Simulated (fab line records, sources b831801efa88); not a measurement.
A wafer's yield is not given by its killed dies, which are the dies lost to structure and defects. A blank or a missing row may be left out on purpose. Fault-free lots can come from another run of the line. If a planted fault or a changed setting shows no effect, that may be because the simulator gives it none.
Matching of chambers | flow sky130 | SKY_VIA1_ETCH_15 on rieDiel-01: 4 sister chambers
The step etches SiO2 in C4F8/O2/Ar, stops on TiN, target depth 351 nm, time 54 s. 8 wafers are shown with their chamber, then 7 later ones without.

WAFERS, EACH WITH ITS CHAMBER
wafer  | chamber | oesProductAu (a.u.)
L080.3 | 2       | 0.972
L080.4 | 0       | 0.987
L080.5 | 3       | 0.972
L085.1 | 1       | 0.980
L085.2 | 3       | 0.983
L085.3 | 2       | 0.971
L087.4 | 1       | 0.980
L087.5 | 0       | 0.988

WAFERS WITH NO CHAMBER GIVEN
wafer  | oesProductAu (a.u.)
L087.6 | 0.986
L095.2 | 0.980
L095.3 | 0.982
L095.4 | 0.972
L096.1 | 0.974
L096.5 | 0.975
L096.6 | 0.969

WHICH CHAMBER EACH ONE RAN IN
wafer  | from the rows above          | in truth
L087.6 | can't be placed: 0 or 1 or 3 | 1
L095.2 | can't be placed: 1 or 3 or 0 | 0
L095.3 | can't be placed: 1 or 3 or 0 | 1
L095.4 | can't be placed: 2 or 3 or 1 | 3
L096.1 | can't be placed: 2 or 3 or 1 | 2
L096.5 | can't be placed: 3 or 2 or 1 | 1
L096.6 | can't be placed: 2 or 3      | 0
Correctly placed: 0 of 7. These rows do not allow placing 7 (true chamber among the candidates in 6). Placed wrongly: 0.
How it was worked out, from the rows above alone: a wafer's distance from a chamber is the root of the sum, over the readings, of the square of ((its reading less the chamber's mean) divided by the reading's scatter). The wafer belongs to the nearest chamber; if the next one is less than 2 further off, it can't be placed. A chamber's mean is the mean of its shown wafers. The scatter is the square root of a quotient: the sum, over the shown wafers, of each reading's squared deviation from its chamber's mean, divided by wafers minus chambers.
